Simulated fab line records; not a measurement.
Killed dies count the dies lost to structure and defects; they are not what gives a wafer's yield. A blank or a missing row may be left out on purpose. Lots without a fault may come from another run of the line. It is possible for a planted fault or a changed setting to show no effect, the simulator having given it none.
Which tool was responsible? | flow gf180mcu | 14 lots, 42 wafers sampled, at 4 steps of a route of 602

== WHAT THE GAUGES READ, wafer by wafer ==
GF_V3_THK_MEAS_03.
lot  | measured     | on            | V3_CVD_02_THK (nm)
L883 | day 21 08:30 | film-metro-02 | 833 860 855
L884 | day 21 12:19 | film-metro-01 | 863 831 849
L885 | day 21 22:56 | film-metro-03 | 855 857 873
L886 | day 22 08:50 | film-metro-02 | 835 853 868
L887 | day 22 17:13 | film-metro-01 | 866 862 860
L888 | day 23 00:30 | film-metro-01 | 836 858 877
L891 | day 24 01:33 | film-metro-01 | 848 873 856
L892 | day 24 14:01 | film-metro-01 | 863 845 862
L893 | day 25 07:41 | film-metro-03 | 845 845 846
L895 | day 25 20:49 | film-metro-01 | 847 866 864
L896 | day 26 02:55 | film-metro-02 | 845 860 862
L900 | day 27 08:00 | film-metro-03 | 844 843 856
L905 | day 28 15:42 | film-metro-02 | 835 844 838
L904 | day 28 16:02 | film-metro-03 | 846 864 853

GF_V3_BOW_MEAS_05.
lot  | measured     | on            | V3_BOW (um)
L883 | day 21 08:52 | film-metro-01 | 129 113 114
L884 | day 21 12:40 | film-metro-01 | 103 118 113
L885 | day 21 23:18 | film-metro-02 | 124 120 128
L886 | day 22 09:12 | film-metro-02 | 114 115 109
L887 | day 22 17:35 | film-metro-01 | 125 119 123
L888 | day 23 00:52 | film-metro-02 | 108 109 103
L891 | day 24 01:56 | film-metro-01 | 106 115 105
L892 | day 24 14:23 | film-metro-02 | 118 116 118
L893 | day 25 08:03 | film-metro-02 | 109 101 117
L895 | day 25 21:11 | film-metro-03 | 109 112 100
L896 | day 26 03:17 | film-metro-02 | 117 115 110
L900 | day 27 08:22 | film-metro-01 | 107 105 109
L905 | day 28 16:04 | film-metro-01 | 119 122 131
L904 | day 28 16:25 | film-metro-01 | 105 127 117

== EACH LOT AND THE TOOL THAT RAN IT (in order: tool; ch and the chambers of the sampled wafers; start) ==
lot  | GF_M3_SPUTTER_04             | GF_M3_METAL_ETCH_16
L883 | pvd-sputter-03, day 20 07:32 | rie-metal-02 ch 0,1, day 21 07:38
L884 | pvd-sputter-02, day 20 11:19 | rie-metal-02 ch 0,1, day 21 11:28
L885 | pvd-sputter-02, day 20 22:34 | rie-metal-02 ch 1, day 21 21:56
L886 | pvd-sputter-01, day 21 08:56 | rie-metal-02 ch 1, day 22 07:50
L887 | pvd-sputter-03, day 21 16:07 | rie-metal-04 ch 0,1, day 22 15:48
L888 | pvd-sputter-01, day 22 00:11 | rie-metal-04 ch 0,1, day 22 23:29
L891 | pvd-sputter-02, day 23 01:49 | rie-metal-04 ch 0,1, day 24 00:42
L892 | pvd-sputter-01, day 23 14:19 | rie-metal-03 ch 0,1, day 24 13:09
L893 | pvd-sputter-02, day 24 09:06 | rie-metal-03 ch 0,1, day 25 06:49
L895 | pvd-sputter-02, day 24 22:53 | rie-metal-02 ch 1, day 25 19:57
L896 | pvd-sputter-02, day 25 04:56 | rie-metal-04 ch 0,1, day 26 01:56
L900 | pvd-sputter-03, day 26 10:23 | rie-metal-04 ch 0,1, day 27 07:09
L905 | pvd-sputter-01, day 27 19:52 | rie-metal-02 ch 0,1, day 28 14:51
L904 | pvd-sputter-02, day 27 19:52 | rie-metal-04 ch 0, day 28 15:09
- GF_M3_SPUTTER_04: material TiN, target thk 50 nm, time 41.7 s.
- GF_M3_METAL_ETCH_16: etches the open film in Cl2/BCl3, stops on SiO2, target depth 627.5 nm, time 104.6 s.

== WHAT THE TOOLS THEMSELVES READ (means of the sampled wafers that have a number; where no wafer has one, the mark that the record gives instead) ==
GF_M3_SPUTTER_04.
lot  | tool           | throttle-valve-pct (%)
L883 | pvd-sputter-03 | 30.5
L884 | pvd-sputter-02 | 31.1
L885 | pvd-sputter-02 | 30.1
L886 | pvd-sputter-01 | 29.7
L887 | pvd-sputter-03 | 31.8
L888 | pvd-sputter-01 | 29.7
L891 | pvd-sputter-02 | 30.3
L892 | pvd-sputter-01 | 28.5
L893 | pvd-sputter-02 | 31.1
L895 | pvd-sputter-02 | 30.9
L896 | pvd-sputter-02 | 30.7
L900 | pvd-sputter-03 | 29.8
L905 | pvd-sputter-01 | 28.5
L904 | pvd-sputter-02 | 30.4

GF_M3_METAL_ETCH_16.
lot  | tool         | bias-w (W) | drypump-motor-current-A (A) | oes-product-au (a.u.) | throttle-valve-pct (%)
L883 | rie-metal-02 | 140.3      | 5.3                         | 0.967                 | 28.250
L884 | rie-metal-02 | 139.4      | 5.3                         | 0.965                 | 28.263
L885 | rie-metal-02 | 139.7      | 5.7                         | 0.965                 | 28.266
L886 | rie-metal-02 | 140.1      | 5.7                         | 0.967                 | 28.251
L887 | rie-metal-04 | 139.6      | 5.4                         | 0.973                 | 28.245
L888 | rie-metal-04 | 140.0      | 5.6                         | 0.971                 | 28.239
L891 | rie-metal-04 | 140.0      | 5.6                         | 0.965                 | 28.256
L892 | rie-metal-03 | 140.2      | 5.8                         | 0.968                 | 28.257
L893 | rie-metal-03 | 140.0      | 6.1                         | 0.959                 | 28.269
L895 | rie-metal-02 | 140.1      | 5.8                         | 0.967                 | 28.259
L896 | rie-metal-04 | 140.3      | 5.4                         | 0.961                 | 28.271
L900 | rie-metal-04 | 110.8      | 5.5                         | 0.960                 | 28.257
L905 | rie-metal-02 | 139.7      | 5.3                         | 0.970                 | 28.239
L904 | rie-metal-04 | 110.8      | 5.7                         | 0.958                 | 28.283

== THE ANSWER, worked out from the rows above alone ==
Rule: the usual values come from the lots themselves. The widest of any qualifying gaps counts: lots, ordered by their means at a reading, are off when they make up no more than a third of the lots, leave a main group of 4 or more, and stand apart from it by 3 or more times the standard deviation of that group's means. The tables above print the reading to a certain number of digits; a main group whose means all agree to those digits is not used. A lot without any number at a reading at which 4 lots or more have one is off too. Where the step has rows for the other lots, those lots are counted as sound. After the gauges, taken in route order, come the tools' own readings; for these a lot's mean is taken, as printed above. At the first step where some lot is off, the reading lying furthest off is the one used; lots without a number count as furthest.
Off at GF_M3_METAL_ETCH_16 (bias-w): L900, L904. The main group has a mean of 139.9 W with a standard deviation of 0.28.
A tool fits if, at that step or a process step before it, it ran every lot that is off, and no sound lot after the first of them. One fits: rie-metal-04 at GF_M3_METAL_ETCH_16. A fault onset in the window from L896 (day 26 01:56, its last sound lot) to L900 (day 27 07:09, its first lot off) fits.
On the lots that are off, the tool's own readings at GF_M3_METAL_ETCH_16 differ by more than 5 times the standard deviation of the sound lots' means, which bears it out; bias-w reads 110.8 W there versus 139.9 W on the sound lots.

== WHAT HAD BEEN PUT IN BY THE SIMULATOR ==
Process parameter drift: rie-metal-04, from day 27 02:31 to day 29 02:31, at GF_M3_METAL_ETCH_16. Setting bias-w shifted by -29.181 from 140. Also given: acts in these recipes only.
Shown lots that were struck: L900, L904. The rule above reached the same finding.
